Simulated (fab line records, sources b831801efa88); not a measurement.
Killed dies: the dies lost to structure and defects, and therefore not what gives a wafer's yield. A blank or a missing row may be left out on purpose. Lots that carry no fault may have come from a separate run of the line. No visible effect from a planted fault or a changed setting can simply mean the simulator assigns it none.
fab line records -- flow sky130 -- part 2 of 2: steps 28 to 38 of 38
record: lots: 5, wafers: 15, lastDay: 51
route steps=708 shown FIELD_ISO@6 NWELL@32 DNWELL@35
lots untouched by any fault: they come from a run of this same line in which no faults occurred
startH: the number of hours between the record's first day and the start of the first shown wafer of the lot -- waitH: hours from the lot's prior step to this one -- " the same as in the row above -- L1.1+2: a row that stands for several wafers -- - no value present, or no start provided -- * or withheld: withheld -- < > ~ a bound
route shown NAME@n: names a module that has steps shown in the file, with the first one's number in the route -- usual: mean/standard deviation taken from wafers without a fault -- same: alike in all rows -- chamber/n: place in a boat -- sites: per-site readings -- _std_site: how widely they spread, as a standard deviation -- _edge_site: the outer-site mean with the inner-site mean subtracted -- radiusMm: for every site, how far away it sits from the centre of the wafer -- mask NAME#n: copy n -- behind: the tool/chamber that last shaped the wafer -- hold: why the lot was held/for how many hours/how that ended -- device: which transistor (n, p or np) failed to switch -- end of line: the same wafers' tests at the end of the route -- a step without rows: its recipe alone -- killed: dies that structure and defects cost at the first sort, which is not the same as the wafer's yield -- map: a wafer's dies, marking killed ones x, the rest . and places with no die _
set.NAME: setting as actually run; set.NAME@STEP: the setting as run at that earlier step -- model.NAME: the simulator's own value behind a step, which no gauge read
lots at some steps of the route; a table a step, a row a wafer
services: the hour from which a tool's chamber was out of use, counted from the record's first day as startH (under 0 if before that day), plus the number of hours and why
== steps ==
step: SKY_NWELL_OXIDATION_01
recipe: tempC: 896.9, ambient: O2, stabiliseS: 600, purgeS: 300, targetThkA: 100, oxTimeS: 1418
usual: spikeTcLowerC: 897.3/0.95, spikeTcUpperC: 896.6/1.1
lot.wafer,tool,chamber,startH,waitH,spikeTcLowerC,spikeTcUpperC
L081.1,furnace-02,0,77.72,1.7,896.9,897.0
L081.4,furnace-02,0,77.72,1.7,897.4,896.8
L081.6,furnace-02,0,77.72,1.7,897.5,896.8
L084.3,furnace-01,0,91.47,1.7,897.1,898.0
L084.4,furnace-01,0,91.47,1.7,898.1,895.5
L084.6,furnace-01,0,91.47,1.7,898.5,896.0
L088.1,furnace-02,0,112.57,1.2,897.3,896.1
L088.2,furnace-02,0,112.57,1.2,897.9,898.2
L088.5,furnace-02,0,112.57,1.2,896.4,897.0
L093.1,furnace-02,0,135.89,0.4,897.5,896.6
L093.5,furnace-02,0,135.89,0.4,898.1,897.5
L093.6,furnace-02,0,135.89,0.4,897.5,897.6
L097.4,furnace-01,0,157.51,0.6,897.1,895.7
L097.5,furnace-01,0,157.51,0.6,897.5,896.8
L097.6,furnace-01,0,157.51,0.6,897.1,897.1
step: SKY_NWELL_THK_MEAS_02
recipe: reads: SiO2_of_NWELL_OXIDATION_01
usual: NWELL_OXIDATION_THK: 9.66/0.18
lot.wafer,tool,chamber,startH,waitH,NWELL_OXIDATION_THK[nm]
L081.1,filmMetro-03,-,79.12,0.0,9.55
L081.4,filmMetro-03,-,79.12,0.0,9.42
L081.6,filmMetro-03,-,79.12,0.0,9.65
L084.3,filmMetro-03,-,92.89,0.0,9.64
L084.4,filmMetro-03,-,92.89,0.0,9.77
L084.6,filmMetro-03,-,92.89,0.0,9.81
L088.1,filmMetro-03,-,113.96,0.0,9.75
L088.2,filmMetro-03,-,113.96,0.0,9.68
L088.5,filmMetro-03,-,113.96,0.0,9.69
L093.1,filmMetro-02,-,137.28,0.0,9.66
L093.5,filmMetro-02,-,137.28,0.0,9.71
L093.6,filmMetro-02,-,137.28,0.0,9.50
L097.4,filmMetro-04,-,158.93,0.0,9.86
L097.5,filmMetro-04,-,158.93,0.0,9.89
L097.6,filmMetro-04,-,158.93,0.0,10.03
step: SKY_DNWELL_DEHYDRATE_00
recipe: tempC: 200, timeS: 60
lot.wafer,tool,chamber,startH,waitH
L081.1+4+6,lithoTrack-01,0,86.91,7.8
L084.3+4+6,lithoTrack-01,0,101.96,9.1
L088.1+2+5,lithoTrack-04,0,122.95,9.0
L093.1+5+6,lithoTrack-02,0,147.45,10.2
L097.4+5+6,lithoTrack-02,0,169.53,10.6
step: SKY_DNWELL_HMDS_01
recipe: primeTimeS: 60, primeTempC: 120
usual: primeTempC: 120.01/0.12
lot.wafer,tool,chamber,startH,waitH,primeTempC
L081.1,lithoTrack-01,0,87.06,0.1,120.02
L081.4,lithoTrack-01,0,87.06,0.1,119.68
L081.6,lithoTrack-01,0,87.06,0.1,119.85
L084.3,lithoTrack-01,0,102.11,0.1,119.95
L084.4,lithoTrack-01,0,102.11,0.1,119.84
L084.6,lithoTrack-01,0,102.11,0.1,119.95
L088.1,lithoTrack-04,0,123.10,0.1,120.07
L088.2,lithoTrack-04,0,123.10,0.1,119.94
L088.5,lithoTrack-04,0,123.10,0.1,119.93
L093.1,lithoTrack-02,0,147.60,0.1,120.14
L093.5,lithoTrack-02,0,147.60,0.1,120.24
L093.6,lithoTrack-02,0,147.60,0.1,120.13
L097.4,lithoTrack-02,0,169.68,0.1,119.87
L097.5,lithoTrack-02,0,169.68,0.1,119.92
L097.6,lithoTrack-02,0,169.68,0.1,119.83
step: SKY_DNWELL_COAT_02
recipe: spinRpm: 2000, resistThkNm: 3000
usual: dispensePressureKPa: 51/4.5, spinSpeedRpm: 2000.0/1.5
lot.wafer,tool,chamber,startH,waitH,dispensePressureKPa,spinSpeedRpm
L081.1,lithoTrack-01,0,87.21,0.1,54,1999.5
L081.4,lithoTrack-01,0,87.21,0.1,54,1999.3
L081.6,lithoTrack-01,0,87.21,0.1,54,1996.9
L084.3,lithoTrack-01,0,102.26,0.1,54,2000.9
L084.4,lithoTrack-01,0,102.26,0.1,54,1998.2
L084.6,lithoTrack-01,0,102.26,0.1,54,1999.1
L088.1,lithoTrack-04,0,123.25,0.1,55,1998.8
L088.2,lithoTrack-04,0,123.25,0.1,55,2002.0
L088.5,lithoTrack-04,0,123.25,0.1,55,2002.2
L093.1,lithoTrack-02,0,147.75,0.1,46,1998.3
L093.5,lithoTrack-02,0,147.75,0.1,46,2000.3
L093.6,lithoTrack-02,0,147.75,0.1,46,2000.7
L097.4,lithoTrack-02,0,169.83,0.1,46,2001.0
L097.5,lithoTrack-02,0,169.83,0.1,46,2000.3
L097.6,lithoTrack-02,0,169.83,0.1,46,2000.1
step: SKY_DNWELL_SOFTBAKE_03
recipe: tempC: 110, timeS: withheld
lot.wafer,tool,chamber,startH,waitH
L081.1+4+6,lithoTrack-01,0,87.36,0.1
L084.3+4+6,lithoTrack-01,0,102.42,0.1
L088.1+2+5,lithoTrack-04,0,123.40,0.1
L093.1+5+6,lithoTrack-02,0,147.90,0.1
L097.4+5+6,lithoTrack-02,0,170.00,0.1
step: SKY_DNWELL_EXPOSE_04
recipe: maskId: DNM, na: 0.57, targetCdNm: 3000, doseMj: 222
usual: exposureDoseMJCm2: 221.98/0.23
same: na: 0.57
lot.wafer,tool,chamber,startH,waitH,mask,exposureDoseMJCm2
L081.1,ilineStepper-02,0,-,-,DNM#0,222.07
L081.4,ilineStepper-02,0,-,-,DNM#0,222.17
L081.6,ilineStepper-02,0,-,-,DNM#0,222.17
L084.3,ilineStepper-01,0,-,-,DNM#0,221.55
L084.4,ilineStepper-01,0,-,-,DNM#0,221.74
L084.6,ilineStepper-01,0,-,-,DNM#0,221.47
L088.1,ilineStepper-02,0,-,-,DNM#0,221.91
L088.2,ilineStepper-02,0,-,-,DNM#0,221.98
L088.5,ilineStepper-02,0,-,-,DNM#0,222.04
L093.1,ilineStepper-02,0,-,-,DNM#0,222.05
L093.5,ilineStepper-02,0,-,-,DNM#0,221.86
L093.6,ilineStepper-02,0,-,-,DNM#0,222.26
L097.4,ilineStepper-02,0,-,-,DNM#0,221.61
L097.5,ilineStepper-02,0,-,-,DNM#0,221.86
L097.6,ilineStepper-02,0,-,-,DNM#0,221.74
step: SKY_DNWELL_PEB_05
recipe: tempC: 115, timeS: withheld
lot.wafer,tool,chamber,startH,waitH
L081.1+4+6,lithoTrack-01,0,-,-
L084.3+4+6,lithoTrack-02,0,-,-
L088.1+2+5,lithoTrack-02,0,-,-
L093.1+5+6,lithoTrack-01,0,-,-
L097.4+5+6,lithoTrack-02,0,-,-
step: SKY_DNWELL_DEVELOP_06
recipe: wallAngleDeg: 90, developer: TMAH, developTimeS: 60, devTempC: 23
lot.wafer,tool,chamber,startH,waitH
L081.1+4+6,lithoTrack-01,0,-,-
L084.3+4+6,lithoTrack-02,0,-,-
L088.1+2+5,lithoTrack-02,0,-,-
L093.1+5+6,lithoTrack-01,0,-,-
L097.4+5+6,lithoTrack-02,0,-,-
step: SKY_DNWELL_IMPLANT_07
recipe: species: P, energyKev: withheld, doseCm2: withheld, tiltDeg: withheld
same: implantIonAmu: *
lot.wafer,tool,chamber,startH,waitH
L081.1+4+6,implanter-04,0,96.96,-
L084.3+4+6,implanter-04,0,111.25,-
L088.1+2+5,implanter-01,0,132.95,-
L093.1+5+6,implanter-02,0,158.46,-
L097.4+5+6,implanter-04,0,180.58,-
step: SKY_DNWELL_STRIP_08
recipe: chemistry: O2/N2, powerW: 1400, pressureMtorr: 1500, platenTempC: withheld, o2FlowSccm: 3000, n2FlowSccm: 300, overashFraction: 0.5
usual: drypumpMotorCurrentA: 5.9/0.65, n2FlowSccm: 300.0/0.96, oesProductAu: 0.723/0.005, stripTimeToEndpointS: 36.93/0.12
lot.wafer,tool,chamber,startH,waitH,drypumpMotorCurrentA,n2FlowSccm,oesProductAu,rfHoursCounterH,stripTimeToEndpointS
L081.1,plasmaAsher-04,1,97.11,0.1,5.4,299.8,0.711,37,36.98
L081.4,plasmaAsher-04,0,97.11,0.1,5.8,300.7,0.725,-,37.06
L081.6,plasmaAsher-04,0,97.11,0.1,5.8,301.0,0.732,-,36.94
L084.3,plasmaAsher-01,0,111.38,0.1,5.8,299.5,0.730,-,37.03
L084.4,plasmaAsher-01,1,111.38,0.1,6.6,300.6,0.721,-,36.92
L084.6,plasmaAsher-01,1,111.38,0.1,6.6,299.2,0.717,-,37.06
L088.1,plasmaAsher-02,1,133.10,0.1,6.7,298.8,0.733,2,37.03
L088.2,plasmaAsher-02,0,133.10,0.1,4.8,298.4,0.719,2,37.03
L088.5,plasmaAsher-02,1,133.10,0.1,6.7,299.3,0.722,-,37.07
L093.1,plasmaAsher-04,1,158.61,0.1,5.4,299.5,0.720,43,36.69
L093.5,plasmaAsher-04,1,158.61,0.1,5.4,300.2,0.723,-,36.81
L093.6,plasmaAsher-04,0,158.61,0.1,5.8,298.9,0.728,-,36.82
L097.4,plasmaAsher-02,0,180.68,0.1,4.8,300.0,0.724,-,36.89
L097.5,plasmaAsher-02,0,180.68,0.1,4.8,299.6,0.725,-,36.83
L097.6,plasmaAsher-02,1,180.68,0.1,6.7,300.9,0.732,-,37.02
== services ==
tool,chamber,startH,hours,kind
krfScanner-02,-,35.34,1.3,pm
cmp-01,-,43.91,1.4,repair
rieSi-02,-,51.57,14.6,pm
rieDiel-02,3,60.61,6.3,repair
cmp-01,-,64.01,4.0,pm
cmp-02,-,64.65,0.5,repair
hdpcvd-02,-,66.82,15.0,pm
ilineStepper-02,-,74.41,2.0,repair
krfScanner-02,-,82.30,4.3,repair
furnace-02,-,86.24,7.3,repair
plasmaAsher-01,-,93.04,6.3,repair
ilineStepper-02,-,95.71,1.7,pm
furnace-01,-,98.21,2.8,pm
plasmaAsher-04,-,105.36,2.8,pm
hdpcvd-02,-,109.85,0.7,repair
cmp-01,-,115.46,0.5,repair
cmp-01,-,121.91,3.2,pm
cmp-01,-,125.09,5.6,pm
plasmaAsher-01,-,141.20,1.6,repair
furnace-02,-,141.63,4.2,pm
rieSi-02,3,143.71,1.9,repair
krfScanner-02,-,154.16,1.0,pm
krfScanner-02,-,171.40,3.6,pm
plasmaAsher-01,-,178.50,0.4,repair
